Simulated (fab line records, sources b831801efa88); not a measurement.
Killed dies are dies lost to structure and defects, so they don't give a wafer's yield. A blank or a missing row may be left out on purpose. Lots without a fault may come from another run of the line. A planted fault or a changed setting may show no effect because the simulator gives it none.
Problem report in the 8D (eight disciplines) form, filled by code | flow gf180mcu | the parts of the form that need people (team, actions taken, sign-off) are left out

1. THE PROBLEM
V4_W_RS at GF_V4_RS_MEAS_24 reads a mean of 0.258 ohm/sq on 6 wafers of 2 lots; wafers without a fault read 0.333 ohm/sq with a standard deviation of 0.004. That is -19 standard deviations from the usual mean.
The step: measures by four-point-probe.
First seen on wafer L952.1, day 29 06:27, on film_metro-03. The record holds 33 wafers of 11 lots with a number at this step. Rule for "out", or "out of limits": more than 4 standard deviations from the usual mean. The other wafers with a number count as sound.

2. WHAT IT IS AND WHAT IT IS NOT
question                    | is                           | is not
which readings at this step | V4_W_RS                      | -
which lots                  | L952, L954                   | L936, L937, L940, L941, L943, L944, L945, L951, L958
which wafers of those lots  | all that have a number       | -
read on which gauges        | film_metro-03, film_metro-04 | film_metro-01
when                        | from day 29 06:27            | up to then (24 sound wafers); but 3 sound wafers of L958 came after

3. SUSPECTS, AND WHAT RULES EACH OUT
Counting: a tool at a process step up to the reading stays a suspect if it ran every lot that is out and no sound lot after the first of them.
- the gauge at GF_V4_RS_MEAS_24: ruled out. The wafers that are out were read on 2 gauges (film_metro-03, film_metro-04).
- cvd_w-01 at GF_V4_CVD_23 (deposits W, target thk 350 nm, time 104.9 s): kept. It ran every lot that is out, first L952 (day 29 06:20), and no sound lot after that; its last sound lot up to then is L951 (day 29 01:59). Its own readings are out on those wafers: chamber_pressure_Torr.
Left after counting: cvd_w-01 at GF_V4_CVD_23.

4. THE CAUSE (what the simulator had put in)
Process parameter drift: cvd_w-01, from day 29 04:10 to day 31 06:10, at GF_V4_CVD_23. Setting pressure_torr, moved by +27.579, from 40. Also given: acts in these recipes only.
Counting left only this tool.

5. THE CHAIN OF EFFECTS, in route order
Each row: a reading whose mean over the struck wafers that have a number lies more than 3 standard deviations from the usual. Only readings for which the record gives a usual standard deviation are gone through. hours: the time from each lot's start at the first step in this table that gives one to its start at this step, as a median over the lots. sigmas: the change in usual standard deviations.
hours | step              | reading               | usual        | on struck wafers | change | sigmas
0     | GF_V4_CVD_23      | chamber_pressure_Torr | 40.00 Torr   | 67.65            | +27.65 | +99 or more
0     | GF_V4_RS_MEAS_24  | V4_W_RS               | 0.333 ohm/sq | 0.258            | -0.076 | -19
0     | GF_V4_THK_MEAS_25 | V4_W_THK              | 343 nm       | 437              | +94    | +19
0     | GF_V4_CMP_26      | time_to_endpoint_s    | 83 s         | 110              | +26    | +7.6
The process steps in it:
- GF_V4_CVD_23: deposits W, target thk 350 nm, time 104.9 s.
- GF_V4_CMP_26: polishes, stops on SiO2, t overpolish 15 s, target thk 0 nm.

6. WHAT WOULD HAVE CAUGHT IT SOONER
In this record the first reading out of limits at a measuring or inspecting step was taken at day 29 06:27, 2 hours after the fault began at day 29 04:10.
The tool's own readings at GF_V4_CVD_23 were out on every struck wafer that the step has a row for (chamber_pressure_Torr): an alarm limit on them would have fired on the first of those.
Of the lots that are out (2), L954 began GF_V4_CVD_23 on cvd_w-01 after day 29 06:27. A hold on the tool at that time would have spared it.
